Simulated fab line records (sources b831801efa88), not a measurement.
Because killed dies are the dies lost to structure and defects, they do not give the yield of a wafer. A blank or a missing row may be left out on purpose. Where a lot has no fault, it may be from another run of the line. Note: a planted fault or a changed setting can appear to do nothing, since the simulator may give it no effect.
fab line records	flow sky130
record: lots: 7	wafers: 21	lastDay: 50
route steps=708 shown SONOS_TUNNEL@166 SONOS_ONO@168 PAD_OPEN@708
lots with no fault: from the same line, run without faults
startH: hours from the record's first day to the start of the lot's first wafer shown	waitH: how many hours have passed since the lot's step before this one	" same as the row above	L1.1+2: several wafers, shown together as one row	- no value, or no start was given	* or withheld: withheld	< > ~ a bound
route shown NAME@n: a module of which the file shows steps, and the number in the route of the first	usual: the fault-free wafers' mean and standard deviation	same: alike in all rows	chamber/n: place in a boat	sites: readings site by site	_std_site: the values' standard deviation	_edge_site: mean of outer sites minus mean of inner sites	radiusMm: how far each site lies from the wafer's centre	mask NAME#n: copy n	behind: the most recent tool/chamber to have shaped the wafer	hold: what put the lot on hold/how long, in hours/how the hold closed	device: names the non-switching transistor (n, p or np)	end of line: the route-end tests of the same wafers	for a step that has no rows: nothing shown but its recipe	killed: dies lost to structure and defects at the first sort, not the wafer's yield	map: a wafer's dies, marking killed ones x, the rest . and places with no die _
set.NAME: the setting that was run; set.NAME@STEP: the one run at that earlier step	model.NAME: the simulator's own value behind a step, which no gauge read
a table for each step, a row for each wafer; lots at some steps of the route
services: the hour from which a tool's chamber was out of use, counted from the record's first day as startH (under 0 if before that day), plus the number of hours and why
== steps ==
step: SKY_SONOS_TUNNEL_TW_MEAS_12
usual: SONOS_TUNNEL_TW: 198.3/1.6
lot.wafer	tool	chamber	startH	waitH	SONOS_TUNNEL_TW
L537.1	filmMetro-03	-	251.14	0.0	195.3
L537.3	"	-	"	"	194.9
L537.4	"	-	"	"	194.5
L539.2	filmMetro-02	-	267.34	0.0	198.7
L539.4	"	-	"	"	198.9
L539.5	"	-	"	"	199.4
L546.1	filmMetro-04	-	318.51	0.0	198.3
L546.3	"	-	"	"	198.0
L546.4	"	-	"	"	198.1
L547.2	filmMetro-02	-	333.40	0.0	198.5
L547.3	"	-	"	"	199.4
L547.6	"	-	"	"	199.2
L548.1	filmMetro-02	-	334.94	0.0	199.5
L548.2	"	-	"	"	198.5
L548.3	"	-	"	"	200.2
L556.1	filmMetro-02	-	394.92	0.0	201.0
L556.2	"	-	"	"	201.6
L556.6	"	-	"	"	201.0
L558.1	filmMetro-02	-	418.01	0.0	199.2
L558.4	"	-	"	"	199.4
L558.5	"	-	"	"	199.0
step: SKY_SONOS_TUNNEL_CLEAN_13
recipe: chemistry: dHF	timeS: 20	dilution: 100:1	dry: ipaMarangoni
step: SKY_SONOS_ONO_OXIDATION_00
recipe: tempC: 800	ambient: O2	idleTempC: 700	rampUpCPerMin: 10	rampDownCPerMin: 3	stabiliseS: 600	purgeS: 300	targetThkA: 26	oxTimeS: 1249
step: SKY_SONOS_ONO_THK_MEAS_01
recipe: reads: SiO2_of_SONOS_ONO_OXIDATION_00
usual: SONOS_ONO_OXIDATION_THK: 2.58/0.06
lot.wafer	tool	chamber	startH	waitH	SONOS_ONO_OXIDATION_THK[nm]
L537.1	filmMetro-02	-	257.34	0.0	2.60
L537.3	"	-	"	"	2.58
L537.4	"	-	"	"	2.49
L539.2	filmMetro-04	-	269.56	0.0	2.49
L539.4	"	-	"	"	2.57
L539.5	"	-	"	"	2.60
L546.1	filmMetro-04	-	320.70	0.0	2.60
L546.3	"	-	"	"	2.60
L546.4	"	-	"	"	2.63
L547.2	filmMetro-04	-	335.94	0.0	2.71
L547.3	"	-	"	"	2.61
L547.6	"	-	"	"	2.68
L548.1	filmMetro-04	-	336.38	0.0	2.57
L548.2	"	-	"	"	2.52
L548.3	"	-	"	"	2.52
L556.1	filmMetro-02	-	397.00	0.0	2.56
L556.2	"	-	"	"	2.58
L556.6	"	-	"	"	2.47
L558.1	filmMetro-01	-	419.61	0.0	2.51
L558.4	"	-	"	"	2.48
L558.5	"	-	"	"	2.49
step: SKY_SONOS_ONO_CVD_02
recipe: material: Si3N4	precursor: DCS/NH3	targetThkNm: 10.5	tempC: 770	timeS: 180	pressureMtorr: 250
step: SKY_SONOS_ONO_THK_MEAS_03
recipe: reads: Si3N4_of_SONOS_ONO_CVD_02
usual: SONOS_ONO_CVD_02_THK: 10.54/0.12
lot.wafer	tool	chamber	startH	waitH	SONOS_ONO_CVD_02_THK[nm]
L537.1	filmMetro-01	-	258.45	0.0	10.56
L537.3	"	-	"	"	10.59
L537.4	"	-	"	"	10.67
L539.2	filmMetro-04	-	272.46	0.0	10.57
L539.4	"	-	"	"	10.61
L539.5	"	-	"	"	10.68
L546.1	filmMetro-04	-	322.93	0.0	10.64
L546.3	"	-	"	"	10.64
L546.4	"	-	"	"	10.54
L547.2	filmMetro-04	-	337.05	0.0	10.59
L547.3	"	-	"	"	10.65
L547.6	"	-	"	"	10.60
L548.1	filmMetro-01	-	338.09	0.0	10.65
L548.2	"	-	"	"	10.48
L548.3	"	-	"	"	10.63
L556.1	filmMetro-04	-	398.11	0.0	10.48
L556.2	"	-	"	"	10.61
L556.6	"	-	"	"	10.49
L558.1	filmMetro-01	-	420.72	0.0	10.57
L558.4	"	-	"	"	10.44
L558.5	"	-	"	"	10.60
step: SKY_SONOS_ONO_CVD_04
recipe: material: SiO2	precursor: SiH4/N2O	targetThkNm: 5.7199	tempC: 892.2	pressureMtorr: 400
step: SKY_SONOS_ONO_THK_MEAS_05
recipe: reads: SiO2_of_SONOS_ONO_CVD_04
usual: SONOS_ONO_CVD_04_THK: 5.09/0.096
lot.wafer	tool	chamber	startH	waitH	SONOS_ONO_CVD_04_THK[nm]
L537.1	filmMetro-04	-	259.76	0.0	4.97
L537.3	"	-	"	"	5.17
L537.4	"	-	"	"	5.02
L539.2	filmMetro-04	-	274.39	0.0	5.14
L539.4	"	-	"	"	5.11
L539.5	"	-	"	"	5.15
L546.1	filmMetro-02	-	324.24	0.0	5.20
L546.3	"	-	"	"	5.18
L546.4	"	-	"	"	5.18
L547.2	filmMetro-02	-	338.36	0.0	5.02
L547.3	"	-	"	"	5.00
L547.6	"	-	"	"	5.12
L548.1	filmMetro-02	-	339.60	0.0	5.12
L548.2	"	-	"	"	5.15
L548.3	"	-	"	"	5.09
L556.1	filmMetro-04	-	400.04	0.0	5.14
L556.2	"	-	"	"	5.18
L556.6	"	-	"	"	5.27
L558.1	filmMetro-01	-	422.06	0.0	4.92
L558.4	"	-	"	"	5.04
L558.5	"	-	"	"	5.06
step: SKY_SONOS_ONO_DEHYDRATE_06
recipe: tempC: 200	timeS: 60
step: SKY_SONOS_ONO_HMDS_07
recipe: primeTimeS: 60	primeTempC: 120
step: SKY_SONOS_ONO_COAT_08
recipe: resist: NOVOLAK	spinRpm: 3000	resistThkNm: 1140
step: SKY_SONOS_ONO_SOFTBAKE_09
recipe: tempC: 90	timeS: 60	resist: NOVOLAK
step: SKY_SONOS_ONO_EXPOSE_10
recipe: maskId: ONOM	targetCdNm: 410	na: 0.6	sourceShape: conventional	sigmaOuter: 0.6	doseMj: 150
usual: exposureDoseMJCm2: 149.97/0.17
lot.wafer	tool	chamber	startH	waitH	mask	exposureDoseMJCm2
L537.1	ilineStepper-02	0	271.82	-	ONOM#0	150.10
L537.3	"	0	"	"	ONOM#0	149.99
L537.4	"	0	"	"	ONOM#0	150.13
L539.2	ilineStepper-02	0	286.71	-	ONOM#0	149.70
L539.4	"	0	"	"	ONOM#0	149.92
L539.5	"	0	"	"	ONOM#0	149.91
L546.1	ilineStepper-02	0	338.02	-	ONOM#0	154.92
L546.3	"	0	"	"	ONOM#0	155.26
L546.4	"	0	"	"	ONOM#0	155.13
L547.2	ilineStepper-02	0	351.46	-	ONOM#0	153.86
L547.3	"	0	"	"	ONOM#0	153.85
L547.6	"	0	"	"	ONOM#0	153.84
L548.1	ilineStepper-02	0	352.67	-	ONOM#0	154.13
L548.2	"	0	"	"	ONOM#0	154.19
L548.3	"	0	"	"	ONOM#0	154.25
L556.1	ilineStepper-01	0	416.19	-	ONOM#0	150.05
L556.2	"	0	"	"	ONOM#0	149.91
L556.6	"	0	"	"	ONOM#0	150.01
L558.1	ilineStepper-01	0	437.27	-	ONOM#0	150.10
L558.4	"	0	"	"	ONOM#0	150.03
L558.5	"	0	"	"	ONOM#0	150.11
step: SKY_SONOS_ONO_PEB_11
recipe: tempC: withheld	timeS: *	resist: NOVOLAK
step: SKY_SONOS_ONO_DEVELOP_12
recipe: developTimeS: 60	devTempC: 23
step: SKY_SONOS_ONO_CD_MEAS_13
recipe: targetCdNm: 410
usual: cdNm: 410.0/1.8
lot.wafer	tool	chamber	startH	waitH	cdNm
L537.1	cdSem-01	-	283.49	0.1	410.6
L537.3	"	-	"	"	410.5
L537.4	"	-	"	"	411.4
L539.2	cdSem-02	-	298.86	0.1	410.4
L539.4	"	-	"	"	410.2
L539.5	"	-	"	"	409.4
L546.1	cdSem-02	-	350.87	0.1	401.8
L546.3	"	-	"	"	400.9
L546.4	"	-	"	"	401.5
L547.2	cdSem-01	-	364.79	0.1	400.8
L547.3	"	-	"	"	401.9
L547.6	"	-	"	"	399.5
L548.1	cdSem-01	-	365.67	0.1	403.2
L548.2	"	-	"	"	403.5
L548.3	"	-	"	"	403.1
L556.1	cdSem-01	-	430.57	0.1	408.7
L556.2	"	-	"	"	410.9
L556.6	"	-	"	"	407.6
L558.1	cdSem-02	-	452.81	0.1	409.8
L558.4	"	-	"	"	412.7
L558.5	"	-	"	"	410.9
step: SKY_SONOS_ONO_OVL_MEAS_14
usual: SONOS_ONO_OVL: 0.0/1.9
lot.wafer	tool	chamber	startH	waitH	SONOS_ONO_OVL[nm]
L537.1	overlay-01	-	283.61	0.1	-1.2
L537.3	"	-	"	"	-0.4
L537.4	"	-	"	"	0.8
L539.2	overlay-02	-	298.97	0.1	0.8
L539.4	"	-	"	"	0.5
L539.5	"	-	"	"	0.6
L546.1	overlay-01	-	350.99	0.1	-2.0
L546.3	"	-	"	"	-1.7
L546.4	"	-	"	"	0.3
L547.2	overlay-01	-	364.89	0.1	-0.7
L547.3	"	-	"	"	-0.1
L547.6	"	-	"	"	1.3
L548.1	overlay-01	-	365.79	0.1	-1.3
L548.2	"	-	"	"	-2.9
L548.3	"	-	"	"	-3.0
L556.1	overlay-02	-	430.69	0.1	3.2
L556.2	"	-	"	"	3.1
L556.6	"	-	"	"	3.6
L558.1	overlay-02	-	452.93	0.1	1.1
L558.4	"	-	"	"	0.0
L558.5	"	-	"	"	1.4
step: SKY_SONOS_ONO_ETCH_15
recipe: targetDepthNm: 19.52	chemistry: CHF3/O2	sourceW: 600	biasW: 200	pressureMtorr: 40	chf3FlowSccm: 50	O2_flow_sccm: 5	timeS: 7.8
usual: biasW: 200.0/0.65	drypumpMotorCurrentA: 5.9/0.47	oesProductAu: 0.999/0.0066	throttleValvePct: 8.823/0.0096
same: timeS: 7.8
lot.wafer	tool	chamber	startH	waitH	biasW	drypumpMotorCurrentA	oesProductAu	rfHoursCounterH	throttleValvePct	model.SONOS_ONO.cdNm
L537.1	rieDiel-04	0	283.65	0.0	199.6	5.1	1.002	7	8.826	410.5
L537.3	"	1	"	"	198.5	5.9	1.000	9	8.827	410.2
L537.4	"	2	"	"	200.2	5.8	1.008	19	8.832	411.4
L539.2	rieDiel-03	2	299.00	0.0	200.0	6.2	1.007	5	8.816	410.5
L539.4	"	3	"	"	200.1	6.3	1.006	3	8.820	410.4
L539.5	"	2	"	"	200.9	6.2	1.006	-	8.825	409.6
L546.1	rieDiel-04	3	351.02	0.0	200.7	6.5	0.999	0	8.830	401.7
L546.3	"	0	"	"	200.2	5.1	1.003	8	8.833	400.4
L546.4	"	2	"	"	200.5	5.8	1.006	20	8.823	401.6
L547.2	rieDiel-02	2	364.92	0.0	199.8	5.4	1.003	8	8.813	401.3
L547.3	"	3	"	"	199.9	5.8	0.995	113	8.819	401.7
L547.6	"	0	"	"	200.2	5.8	1.006	-	8.810	399.8
L548.1	rieDiel-04	3	365.82	0.0	201.5	6.5	1.000	1	8.807	403.4
L548.2	"	0	"	"	199.4	5.1	0.996	8	8.820	403.7
L548.3	"	1	"	"	200.5	5.9	0.989	10	8.824	403.1
L556.1	rieDiel-03	0	430.72	0.0	200.8	6.4	0.998	7	8.820	408.4
L556.2	"	2	"	"	199.8	6.2	0.991	8	8.842	410.5
L556.6	"	1	"	"	199.2	5.0	1.011	-	8.829	407.7
L558.1	rieDiel-04	2	452.97	0.0	200.2	5.8	1.004	21	8.846	409.8
L558.4	"	1	"	"	200.2	5.9	0.994	12	8.829	412.8
L558.5	"	1	"	"	199.5	5.9	1.009	-	8.806	411
step: SKY_SONOS_ONO_WET_ETCH_16
recipe: chemistry: dHF	targetDepthNm: 14	dry: n2Spin	target: SiO2	dilution: 100:1	tempC: 25	timeS: 280
step: SKY_PAD_OPEN_PROBE_99
usual: killed_at_M0_to_M3: 43/7.7	killed_at_M4_up: 3.0/1.7	killedAtContacts: 24/5.2	killedAtFrontEnd: 15/4.5	killedAtOther: 0.3/0.5	killedDies: 85/9.5	killedOpen: 47/6.6	killedShort: 38/6.6
same: grossDies: 492	killedAtBackSide: 0
lot.wafer	tool	chamber	startH	waitH	killed_at_M0_to_M3	killed_at_M4_up	killedAtContacts	killedAtFrontEnd	killedAtOther	killedDies	killedOpen	killedShort
L548.1	prober-01	-	1134.84	0.1	59	4	26	8	0	97	61	36
L548.2	prober-01	-	1134.89	0.1	49	8	21	10	0	88	47	41
L548.3	prober-01	-	1134.94	0.2	41	1	19	18	0	79	47	32
killed by level:class
L548.1 VIA1:geometricParticle:open=17 VIA2:geometricParticle:open=10 CONTACT:geometricParticle:open=9 LI_CONTACT:geometricParticle:open=7 VIA3:geometricParticle:open=7 METAL1:geometricParticle:short=5 LI_CONTACT:geometricParticle:short=5 VIA1:geometricParticle:short=5
L548.2 VIA1:geometricParticle:open=13 CONTACT:geometricParticle:open=8 VIA2:geometricParticle:open=8 METAL4:geometricParticle:short=6 METAL2:geometricParticle:short=6 LI_CONTACT:geometricParticle:open=5 CONTACT:geometricParticle:short=5 METAL1:geometricParticle:short=5
L548.3 CONTACT:geometricParticle:open=11 VIA1:geometricParticle:open=11 FIELD_ISO:geometricParticle:open=6 LI_CONTACT:geometricParticle:open=6 FIELD_ISO:geometricParticle:short=5 VIA1:geometricParticle:short=5 METAL2:geometricParticle:short=5 VIA2:geometricParticle:open=4
== services ==
tool	chamber	startH	hours	kind
rieDiel-03	1	248.68	-	clean
rieDiel-03	1	248.68	26.9	scheduledDown
rieDiel-03	1	248.68	26.9	ventCycle
rieDiel-04	2	259.00	8.3	repair
rieDiel-03	3	264.84	7.7	repair
ilineStepper-02	-	289.43	8.9	pm
rieDiel-03	3	301.49	3.0	repair
rieDiel-04	3	306.52	-	clean
rieDiel-04	3	306.52	23.4	scheduledDown
rieDiel-04	3	306.52	23.4	ventCycle
rieDiel-02	3	307.59	4.6	repair
ilineStepper-01	-	339.88	1.7	pm
rieDiel-04	0	353.95	1.8	repair
rieDiel-02	3	381.07	-	clean
rieDiel-02	3	381.07	14.0	scheduledDown
rieDiel-02	3	381.07	14.0	ventCycle
rieDiel-04	0	385.78	5.5	repair
ilineStepper-01	-	391.28	1.7	repair
rieDiel-02	0	398.48	6.4	repair
rieDiel-03	1	399.41	1.3	repair
rieDiel-03	1	407.27	13.8	repair
rieDiel-04	-	410.48	0.4	repair
ilineStepper-02	-	416.12	1.7	pm
ilineStepper-02	-	423.94	28.9	pm
== key ==
firstSign: step: SKY_SONOS_ONO_EXPOSE_10	reading: exposureDoseMJCm2	direction: up	sigmas: 27	usual: *	struck: *
effect: step: SKY_SONOS_ONO_CD_MEAS_13	reading: cdNm	direction: down	sigmas: 4.5	usual: 410.0	struck: 401.8	through: controlLoop
modelEffect: step: SKY_SONOS_ONO_ETCH_15	value: SONOS_ONO.cdNm	without: 409.9	struck: 401.9
metAt SKY_SONOS_ONO_EXPOSE_10
struckWafers L546.1,L546.3,L546.4,L547.2,L547.3,L547.6,L548.1,L548.2,L548.3
testerLeftOut L546,L547,L548
loopTrim: step: SKY_SONOS_ONO_EXPOSE_10	setting: dose	lots: L547,L548
onsetBetween 286.71 338.02
fault: kind: processParameterDrift	tool: ilineStepper-02	chamber: -	onsetH: 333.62	steps: SKY_SONOS_ONO_EXPOSE_10	channel: doseMj	offset: 5.0327	shape: step	actsIn: theseRecipesOnly	stated: 150
testerLeftOut: of these lots the tester's yield and bins aren't shown, on N5 and GAA mostly nor the transistor test; their killed dies are dies lost to structure and defects alone, not to doping, threshold or leakage, so they don't give the yield
loopTrim: a control loop set the setting to another value than it would have without faults
